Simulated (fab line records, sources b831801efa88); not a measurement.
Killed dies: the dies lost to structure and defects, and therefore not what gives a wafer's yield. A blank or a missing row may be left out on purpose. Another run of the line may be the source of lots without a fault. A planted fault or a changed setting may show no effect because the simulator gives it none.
A struck lot beside a sound one | flow sfq-line | 42 steps out of a route of 325
Sound: wafers L102.4, L102.5, L102.6. Struck: wafer L108.4 (left out: L108.5, a lot-mate that was not struck); the cause follows at the end.
For every step that has rows: the tool of each side, followed by ch and its chambers, followed by its first start. Under that, the readings that differ: sound wafers | struck wafers | difference of the means | sigmas: that difference in standard deviations of wafers without a fault.
alike: words and numbers the same on both sides, and readings whose means are apart by under 2 such deviations; not compared: readings that were withheld, readings missing a value for some wafer, numbers with overlapping values and no deviation given by the record, and bounds like >300 which may hide the same value.
A row with sigmas, a row that says differs or no value, or rows on one side alone: a step with any of these is where the two part. Numbers that have no deviation but don't overlap get no sigmas and don't part them. Lack of a reading on every wafer of one side parts them only where that side has two or more wafers.

first, 6 steps without rows for these wafers: SFQ_TRILAYER_I3_VIA_LITHO_COAT_090 (resist thk 62 nm); SFQ_TRILAYER_I3_VIA_LITHO_COAT_085 (resist thk 650 nm); SFQ_TRILAYER_I3_VIA_LITHO_SOFTBAKE_089; SFQ_TRILAYER_I3_VIA_LITHO_EXPOSE_086 (exposes mask I3, target cd 500 nm); SFQ_TRILAYER_I3_VIA_LITHO_PEB_088 (peb time 60 s); SFQ_TRILAYER_I3_VIA_LITHO_DEVELOP_087 (time 60 s).
SFQ_I3_OVL_MEAS_923:
  sound on overlay-01 at day 36 11:03; struck on overlay-02 at day 42 10:44
  alike: I3_OVL
SFQ_TRILAYER_I3_VIA_BARC_OPEN_VIA_ETCH_121: etches BARC in O2, target depth 125 nm, time 41.7 s.
  sound on rie-diel-04 ch 1,2,3, day 36 11:04; struck on rie-diel-02 ch 0, day 42 10:44
  alike: chamber-pressure-mTorr, drypump-motor-current-A, oes-product-au
  not compared: rf-hours-counter-h
then, 4 steps without rows for these wafers: SFQ_TRILAYER_I3_VIA_ETCH_VIA_ETCH_088 (etches SiO2 in CHF3, stops on Nb, target depth 260 nm); SFQ_TRILAYER_I3_VIA_STRIP_STRIP_089 (strips in O2); SFQ_TRILAYER_I3_VIA_STRIP_SOLV_CLEAN_090 (cleans in NMP, time 600 s); SFQ_TRILAYER_M4_DEP_PRE_CLEAN_092 (time 22.5 s).
SFQ_TRILAYER_M4_DEP_SPUTTER_091: material Nb, target thk 200 nm, time 133.3 s.
  sound on pvd-sputter-03 at day 36 12:01; struck on pvd-sputter-03 at day 42 11:42
  reading                                             | sound           | struck | difference | sigmas
  model.Nb_of_TRILAYER_M4_DEP_SPUTTER_091.thk-nm (nm) | 199.9 197.1 199 | 219.6  | +20.9      |
  alike: throttle-valve-pct
SFQ_M4_RS_MEAS_924: the measuring method here is four-point-probe.
  sound on film-metro-04 at day 36 12:10; struck on film-metro-02 at day 42 11:51
  reading           | sound             | struck | difference | sigmas
  M4_NB_RS (ohm/sq) | 0.891 0.902 0.894 | 0.810  | -0.086     | -10
then, 6 steps without rows for these wafers: SFQ_TRILAYER_M4_LITHO_COAT_098 (resist thk 62 nm); SFQ_TRILAYER_M4_LITHO_COAT_093 (resist thk 600 nm); SFQ_TRILAYER_M4_LITHO_SOFTBAKE_097; SFQ_TRILAYER_M4_LITHO_EXPOSE_094 (exposes mask M4, target cd 500 nm); SFQ_TRILAYER_M4_LITHO_PEB_096 (peb time 60 s); SFQ_TRILAYER_M4_LITHO_DEVELOP_095 (time 60 s).
SFQ_M4_OVL_MEAS_926:
  sound on overlay-01 at day 40 06:42; struck on overlay-02 at day 42 14:14
  alike: M4_OVL
then, 1 step without rows for these wafers: SFQ_TRILAYER_M4_BARC_OPEN_METAL_ETCH_123 (etches BARC in O2, target depth 125 nm, time 41.7 s).
SFQ_TRILAYER_M4_ETCH_METAL_ETCH_096: etches Nb in Cl2/Ar, stops on SiO2, target depth 240 nm, time 120 s.
  sound on rie-metal-03 ch 0,1, day 40 06:49; struck on rie-metal-04 ch 1, day 42 14:22
  reading               | sound             | struck | difference | sigmas
  oes-product-au (a.u.) | 0.888 0.885 0.889 | 0.944  | +0.057     | +8
  alike: chamber-pressure-mTorr, drypump-motor-current-A
  not compared: rf-hours-counter-h
then, 2 steps without rows for these wafers: SFQ_TRILAYER_M4_STRIP_STRIP_097 (strips in O2); SFQ_TRILAYER_M4_STRIP_SOLV_CLEAN_098 (cleans in NMP, time 600 s).
SFQ_TRILAYER_I4_DEP_PECVD_099: deposits SiO2 from SiH4/N2O, time 111.11 s, target thk 500 nm.
  sound on pecvd-01 ch 0,1,2, day 40 07:43; struck on pecvd-02 ch 2, day 42 15:16
  reading                | sound          | struck | difference | sigmas
  throttle-valve-pct (%) | 27.2 26.8 26.1 | 23.4   | -3.3       | -2
  alike: chamber-pressure-Torr, heater-power-w, susceptor-temp-C
then, 1 step without rows for these wafers: SFQ_TRILAYER_I4_CMP_CMP_100 (polishes SiO2).
SFQ_I4_BOW_MEAS_927:
  sound on film-metro-04 at day 41 22:18; struck on film-metro-04 at day 43 00:11
  alike: I4_BOW
SFQ_TRILAYER_I4_METRO_MEASURE_101:
  sound on film-metro-04 at day 41 22:58; struck on film-metro-04 at day 43 00:50
  alike: thk-nm
then, 6 steps without rows for these wafers: SFQ_TRILAYER_I4_VIA_LITHO_COAT_108 (resist thk 62 nm); SFQ_TRILAYER_I4_VIA_LITHO_COAT_103 (resist thk 650 nm); SFQ_TRILAYER_I4_VIA_LITHO_SOFTBAKE_107; SFQ_TRILAYER_I4_VIA_LITHO_EXPOSE_104 (exposes mask I4, target cd 700 nm); SFQ_TRILAYER_I4_VIA_LITHO_PEB_106 (peb time 60 s); SFQ_TRILAYER_I4_VIA_LITHO_DEVELOP_105 (time 60 s).
-- the record jumps here: 6 days lie between the struck wafers' starts before and after --
SFQ_I4_OVL_MEAS_928:
  sound on overlay-02 at day 47 14:11; struck on overlay-02 at day 48 22:35
  alike: I4_OVL
then, 1 step without rows for these wafers: SFQ_TRILAYER_I4_VIA_BARC_OPEN_VIA_ETCH_146 (etches BARC in O2, target depth 125 nm, time 41.7 s).
SFQ_TRILAYER_I4_VIA_ETCH_VIA_ETCH_106: etches SiO2 in CHF3, stops on Nb, target depth 260 nm.
  sound on rie-diel-02 ch 1,2, day 47 14:14; struck on rie-diel-02 ch 2, day 48 22:38
  alike: chamber-pressure-mTorr, drypump-motor-current-A, oes-product-au
SFQ_TRILAYER_I4_VIA_STRIP_STRIP_107: strips in O2.
  sound on rie-metal-01 ch 0,1, day 47 14:34; struck on rie-metal-01 ch 1, day 48 22:58
  reading                        | sound             | struck | difference | sigmas
  chamber-pressure-mTorr (mTorr) | 49.94 49.95 50.01 | 50.07  | +0.10      | +2
  alike: drypump-motor-current-A, oes-product-au
  not compared: rf-hours-counter-h
then, 2 steps without rows for these wafers: SFQ_TRILAYER_I4_VIA_STRIP_SOLV_CLEAN_108 (cleans in NMP, time 600 s); SFQ_TRILAYER_JJ_TRILAYER_DEP_PRE_CLEAN_113 (time 22.5 s).
-- the record jumps here: 28 days lie between the struck wafers' starts before and after --
SFQ_M8_BOW_MEAS_951:
  sound on film-metro-02 at day 75 06:26; struck on film-metro-02 at day 76 23:14
  reading                 | sound                | struck | difference | sigmas
  M8_BOW (um)             | 5 -4 16              | -17    | -23        | -2
  model.etest.m4.ohm-um   | 1.781 1.802 1.795    | 1.624  | -0.169     |
  model.etest.i3.link-ohm | 1.971 1.988 1.974    | 1.871  | -0.107     |
  model.etest.m4.ohm-sq   | 0.8919 0.9045 0.8957 | 0.8118 | -0.0856    |
  model.etest.i4.link-ohm | 2.156 2.176 2.169    | 2.115  | -0.052     |

== WHERE THEY PART ==
Last at SFQ_M8_BOW_MEAS_951 as far as this record goes, first at SFQ_M4_RS_MEAS_924.

WHY: the cause the simulator had injected
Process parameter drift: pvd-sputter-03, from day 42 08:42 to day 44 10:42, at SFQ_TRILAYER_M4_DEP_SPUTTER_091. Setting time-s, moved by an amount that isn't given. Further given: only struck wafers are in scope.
